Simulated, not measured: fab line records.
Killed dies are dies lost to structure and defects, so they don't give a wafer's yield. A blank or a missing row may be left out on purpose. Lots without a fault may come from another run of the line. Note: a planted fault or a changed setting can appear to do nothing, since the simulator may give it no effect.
One fault through the eyes of 2 desks ; flow gf180mcu ; what lay behind the numbers comes last; until then each desk has only its own

THE METROLOGY DESK
Lot by lot, what the gauges showed, no matter which tool ran the lot: averages of those sampled wafers that carry a number. Marked OUT: a lot whose mean sits more than 4 standard deviations from the usual mean, which makes it out of limits; the brackets give that distance.
Columns: A = V5_CVD_02_THK at GF_V5_THK_MEAS_03, usual 1453 nm
lot;first seen here;A
L463;day 26 17:28;1449
L464;day 26 20:25;1454
L465;day 27 10:51;1467
L466;day 27 13:38;1449
L468;day 28 11:01;1437
L470;day 28 13:18;1432
L471;day 29 06:34;1463
L474;day 29 14:37;1473
L475;day 30 10:02;1479
L479;day 31 03:13;815 (-34) OUT
L478;day 31 05:50;1125 (-17) OUT
L480;day 31 14:23;1460
This desk's result: L478, L479 out of limits, first on L479 (V5_CVD_02_THK at GF_V5_THK_MEAS_03), day 31 03:13. Within limits: L463, L464, L465, L466, L468, L470, L471, L474, L475, L480.

THE TOOL OWNER'S DESK: pecvd-03
The tool's own readings at GF_V5_CVD_02 (deposits SiO2 from TEOS, target thk 1450 nm, time 163.28 s): means of the sampled wafers that have a number, for each lot that ran on this tool. Marked OUT: a lot whose mean sits more than 4 standard deviations from the usual mean, which makes it out of limits; the brackets give that distance.
Columns: A = heater power outer w at GF_V5_CVD_02, usual 361 W; B = heater power w at GF_V5_CVD_02, usual 641 W; C = rf fwd power W at GF_V5_CVD_02, usual 598.2 W
lot;first seen here;A;B;C
L463;day 26 17:21;421;726;597.6
L464;day 26 20:19;444;748;597.8
L465;day 27 10:44;427;750;599.0
L466;day 27 13:31;350;625;599.5
L474;day 29 14:29;467;793;598.4
L475;day 30 09:56;357;650;598.4
L479;day 31 03:06;356;644;597.7
L478;day 31 05:43;313;581;598.7
This desk's finding: nothing out of limits on any of the 8 lots.

PUT TOGETHER
An alarm was possible from the metrology desk at day 31 03:13, on L478, L479.
Nothing out of limits was seen by the tool owner's desk.
On record at the tool owner's desk: L478, L479, within its limits.
Of the lots named, all ran GF_V5_CVD_02 on pecvd-03.

WHAT THE SIMULATOR HAD PUT IN
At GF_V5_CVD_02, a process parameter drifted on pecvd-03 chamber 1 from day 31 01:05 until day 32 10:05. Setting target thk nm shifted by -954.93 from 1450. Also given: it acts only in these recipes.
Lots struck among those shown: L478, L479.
Time in hours between the start of the fault and the first out-of-limits reading at each desk: metrology desk, 2.
